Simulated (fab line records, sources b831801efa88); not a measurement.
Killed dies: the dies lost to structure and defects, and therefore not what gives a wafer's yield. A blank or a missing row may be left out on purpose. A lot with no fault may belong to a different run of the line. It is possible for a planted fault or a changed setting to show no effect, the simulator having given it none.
Code-filled problem report in 8D (eight disciplines) form ; flow sfq-line ; the parts of the form that need people (team, actions taken, sign-off) are left out

1. WHAT IS WRONG
rf-fwd-power-W at SFQ_TRILAYER_M4_BARC_OPEN_METAL_ETCH_123 reads a mean of 497.9 W on 3 wafers of 2 lots; wafers without a fault read 592.8 W with a standard deviation of 2.1. Relative to the usual mean, that is a shift of -45 standard deviations.
The step: etches BARC in O2, target depth 125 nm, time 41.7 s.
First seen on wafer L855.6, day 55 15:41, on rie-metal-03. The record holds 42 wafers of 14 lots with a number at this step. Rule for "out" (also "out of limits"): further than 4 standard deviations from the usual mean. The rest of the wafers with a number are treated as sound.

2. WHAT THIS IS AND IS NOT
question;is;is not
which readings at this step;rf-fwd-power-W;drypump-motor-current-A, oes-product-au
which lots;L855, L857;L849, L850, L854, L856, L865, L866, L867, L868, L869, L870, L871, L872
which wafers of those lots;L855.6, L857.2, L857.6;L855.2, L855.3, L857.4
read on which tools;rie-metal-03;rie-metal-01, rie-metal-04
when;from day 55 15:41;"up to then (11 sound wafers); but 28 sound wafers of L856, L857, L865, L866, L867, L868, L869, L870, L871, L872 came after"

3. WHAT RULES OUT EACH SUSPECT
Counting: a tool at a process step up to the reading stays a suspect if it ran every lot that is out. Sound lots after the first of them don't rule it out here, since some wafers of a struck lot are sound.
- rie-diel-01 at SFQ_TRILAYER_I0_VIA_ETCH_VIA_ETCH_034 (etches SiO2 in CHF3, stops on Nb, target depth 260 nm): kept. Ran every lot that is out, first one L855 (day 19 04:04); last sound lot up to then L854 (day 18 17:56).
- rie-metal-03 at SFQ_TRILAYER_M4_BARC_OPEN_METAL_ETCH_123 (etches BARC in O2, target depth 125 nm, time 41.7 s): kept. Ran every lot that is out, first one L855 (day 55 15:41); last sound lot up to then L854 (day 55 12:05). Out on those wafers are its own readings of rf-fwd-power-W.
- Within rie-metal-03 at SFQ_TRILAYER_M4_BARC_OPEN_METAL_ETCH_123: the wafers that are out ran in chamber 1; their sound lot-mates ran in chamber 0.
After counting, rie-diel-01 at SFQ_TRILAYER_I0_VIA_ETCH_VIA_ETCH_034 and rie-metal-03 at SFQ_TRILAYER_M4_BARC_OPEN_METAL_ETCH_123 remain.

4. THE CAUSE (what the simulator had put in)
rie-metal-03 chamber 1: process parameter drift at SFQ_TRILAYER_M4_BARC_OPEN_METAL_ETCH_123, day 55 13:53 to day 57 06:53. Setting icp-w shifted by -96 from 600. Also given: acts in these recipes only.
After counting, 2 suspects remain, this tool included.

5. THE CHAIN OF EFFECTS, in route order
Each row: a reading whose mean over the struck wafers that have a number lies more than 3 standard deviations from the usual. Scope: only readings with a usual standard deviation given in the record; hours: median across lots of the time from each lot's start at the first step in this table that gives one to its start at this step; sigmas: change in usual standard deviations.
hours;step;reading;usual;on struck wafers;change;sigmas
0;SFQ_TRILAYER_M4_BARC_OPEN_METAL_ETCH_123;rf-fwd-power-W;592.8 W;497.9;-94.9;-45
Process steps it contains:
- SFQ_TRILAYER_M4_BARC_OPEN_METAL_ETCH_123: etches BARC in O2, target depth 125 nm, time 41.7 s.
Later steps that measure or inspect, where all struck wafers having a row at the step show a number for every such reading and not one has moved that far: SFQ_C5_OVL_MEAS_937.

6. WHAT WOULD HAVE CAUGHT IT SOONER
2 hours passed between the start of the fault at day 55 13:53 and the first reading out of limits in this record, taken at day 55 15:41.
